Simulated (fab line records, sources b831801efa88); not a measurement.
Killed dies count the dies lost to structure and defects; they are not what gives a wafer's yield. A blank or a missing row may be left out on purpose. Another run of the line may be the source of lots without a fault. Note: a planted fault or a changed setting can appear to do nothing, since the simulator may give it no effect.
Matching of chambers / flow sky130 / SKY_VIA3_CMP_02 on cmp-01: 4 sister chambers
The step polishes SiO2. 4 wafers are shown with their chamber, then 9 later ones without.

WAFERS WITH THEIR CHAMBER
wafer=L787.5; chamber=2; motorCurrentA (A)=10.7
wafer=L787.6; chamber=1; motorCurrentA (A)=12.1
wafer=L788.4; chamber=0; motorCurrentA (A)=10.5
wafer=L788.5; chamber=3; motorCurrentA (A)=13.8

WAFERS MISSING THEIR CHAMBER
wafer=L789.1; motorCurrentA (A)=12.4
wafer=L789.2; motorCurrentA (A)=12.4
wafer=L789.4; motorCurrentA (A)=9.8
wafer=L792.1; motorCurrentA (A)=12.9
wafer=L792.2; motorCurrentA (A)=10.4
wafer=L792.5; motorCurrentA (A)=12.8
wafer=L795.1; motorCurrentA (A)=12.0
wafer=L795.2; motorCurrentA (A)=13.3
wafer=L795.4; motorCurrentA (A)=10.7

WHICH CHAMBER EACH WENT THROUGH
wafer=L789.1; from the rows above=1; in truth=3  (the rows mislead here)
wafer=L789.2; from the rows above=1; in truth=1
wafer=L789.4; from the rows above=can't be placed: 0 or 2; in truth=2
wafer=L792.1; from the rows above=can't be placed: 1 or 3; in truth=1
wafer=L792.2; from the rows above=can't be placed: 0 or 2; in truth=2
wafer=L792.5; from the rows above=can't be placed: 1 or 3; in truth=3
wafer=L795.1; from the rows above=1; in truth=1
wafer=L795.2; from the rows above=can't be placed: 3 or 1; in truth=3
wafer=L795.4; from the rows above=can't be placed: 2 or 0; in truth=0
Placed correctly: 2 of 9. Not placeable from these rows: 6 (in 6, the candidates include the true chamber). Placed wrongly: 1.
How it was worked out, from the rows above alone: a wafer's distance from a chamber is the root of the sum, over the readings, of the square of ((its reading less the chamber's mean) divided by the reading's scatter). The wafer belongs to the nearest chamber; if the next one is less than 2 further off, it can't be placed. Each chamber's mean is taken over the wafers shown for it. The scatter: root of mean squared gap, hidden wafer to nearest shown wafer, with one shown wafer a chamber.
